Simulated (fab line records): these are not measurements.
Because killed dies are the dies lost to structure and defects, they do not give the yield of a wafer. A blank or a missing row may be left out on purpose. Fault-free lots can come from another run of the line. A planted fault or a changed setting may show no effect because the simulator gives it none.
Lot-split experiment    flow sfq line    5 lots, 23 wafers read, on a route of 325 steps

== THE SPLIT ITSELF ==
At SFQ_TRILAYER_M4_DEP_SPUTTER_091 (material Nb, target thk 200 nm, time 133.3 s), the setting power w was moved away from the recipe's 2000 W on 7 of the 23 wafers read, by -4.2% to +11.6%. For the rest of the wafers, this setting stayed at what the recipe calls for.

== FROM THE SPLIT TO THE READING: what the file shows between them, 6 steps ==
- SFQ_M4_RS_MEAS_924: measures by four-point-probe
- SFQ_TRILAYER_M4_LITHO_COAT_093: resist thk 600 nm (also split here: spin rpm)
- SFQ_TRILAYER_M4_LITHO_SOFTBAKE_097
- SFQ_TRILAYER_M4_LITHO_EXPOSE_094: exposes mask M4, target cd 500 nm
- SFQ_TRILAYER_M4_LITHO_DEVELOP_095: time 60 s
- SFQ_TRILAYER_M4_BARC_OPEN_METAL_ETCH_123: etches BARC in O2, target depth 125 nm, time 41.7 s

== THE READING ==
oes product au, in a.u., at SFQ_TRILAYER_M4_ETCH_METAL_ETCH_096 (etches Nb in Cl2/Ar, stops on SiO2, target depth 240 nm, time 120 s). On this fab line, fault-free wafers typically give 0.891 a.u. with a standard deviation of 0.0077 a.u.

wafer   tool, chamber at the split  power w as run, W  against the recipe  oes product au, a.u.  against lot-mates on the recipe
L077.1  pvd sputter-06, -           2197               +9.9%               0.935                 +0.050
L077.2  pvd sputter-06, -           2197               +9.9%               0.944                 +0.059
L077.4  pvd sputter-06, -           2000               recipe              0.885                 -
L077.5  pvd sputter-06, -           2197               +9.9%               0.945                 +0.060
L077.6  pvd sputter-06, -           2000               recipe              0.885                 -
L079.1  pvd sputter-03, -           1915               -4.2%               0.867                 -0.032
L079.2  pvd sputter-03, -           1915               -4.2%               0.861                 -0.038
L079.3  pvd sputter-03, -           2000               recipe              0.898                 -
L079.4  pvd sputter-03, -           2000               recipe              0.887                 -
L079.6  pvd sputter-03, -           2000               recipe              0.913                 -
L080.1  pvd sputter-06, -           2232               +11.6%              0.956                 +0.069
L080.2  pvd sputter-06, -           2000               recipe              0.880                 -
L080.3  pvd sputter-06, -           2000               recipe              0.883                 -
L080.4  pvd sputter-06, -           2000               recipe              0.897                 -
L080.5  pvd sputter-06, -           2232               +11.6%              0.939                 +0.052
L081.1  pvd sputter-03, -           2000               recipe              0.893                 -
L081.4  pvd sputter-03, -           2000               recipe              0.900                 -
L081.5  pvd sputter-03, -           2000               recipe              0.886                 -
L085.2  pvd sputter-03, -           2000               recipe              0.885                 -
L085.3  pvd sputter-03, -           2000               recipe              0.901                 -
L085.4  pvd sputter-03, -           2000               recipe              0.893                 -
L085.5  pvd sputter-03, -           2000               recipe              0.874                 -
L085.6  pvd sputter-03, -           2000               recipe              0.885                 -

FIT RESULTS
A straight line over all 23 wafers: oes product au changes by +0.00517 a.u. for each +1% of power w; r = +0.94; the points scatter about the line by 0.0089 a.u.
The same after taking each lot's own level away (the mean of its wafers on the recipe; 23 wafers): +0.00578 a.u. for each +1%; r = +0.96; scatter 0.0084 a.u.
Per that fit: largest power w move, reading shift of 0.067 a.u.
The lots' own levels span 0.8850 to 0.8993 a.u., that is 1.9 times the standard deviation above.
In other words, the slope is changed by the lot-to-lot level; the two fits disagree.
Check: with one of the wafers moved furthest among these (+11.6%) left out of the fit, the line predicts +0.0643 a.u. for it against its lot-mates. It came out at +0.0693 a.u. against them.

== THE OTHER SPLITS THESE WAFERS WENT THROUGH ==
Before the reading, these wafers also passed through other splits. Each is held against what the fit with the lots' levels taken away leaves over:
other split on the same wafers           wafers away from the commonest value  r with oes product au (lot level and that fit taken away)
SFQ_TRILAYER_M2_LITHO_COAT_057 spin rpm  4                                     -0.03
SFQ_TRILAYER_M3_LITHO_COAT_080 spin rpm  7                                     -0.21
SFQ_TRILAYER_M4_LITHO_COAT_093 spin rpm  11                                    -0.05

== THE WHOLE CHAIN: every reading that the file lists as answering this split, in the file's order ==
step                                 what it does                                                         reading                                                                                    change (the file's fit)                    r (the file's)
SFQ_TRILAYER_M4_DEP_SPUTTER_091      material Nb, target thk 200 nm, time 133.3 s                         Nb_of_TRILAYER_M4_DEP_SPUTTER_091.thk nm (the simulator's own value, which no gauge read)  +2.03 nm for each +1% of the setting       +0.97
SFQ_M4_RS_MEAS_924                   measures by four-point-probe                                         M4_NB_RS                                                                                   -0.0086 for each +1% of the setting        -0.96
SFQ_TRILAYER_M4_ETCH_METAL_ETCH_096  etches Nb in Cl2/Ar, stops on SiO2, target depth 240 nm, time 120 s  oes product au                                                                             +0.00568 a.u. for each +1% of the setting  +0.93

== FILE'S OWN FIT ==
oes product au changes by +0.00568 a.u. for each +1% of power w, r = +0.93.
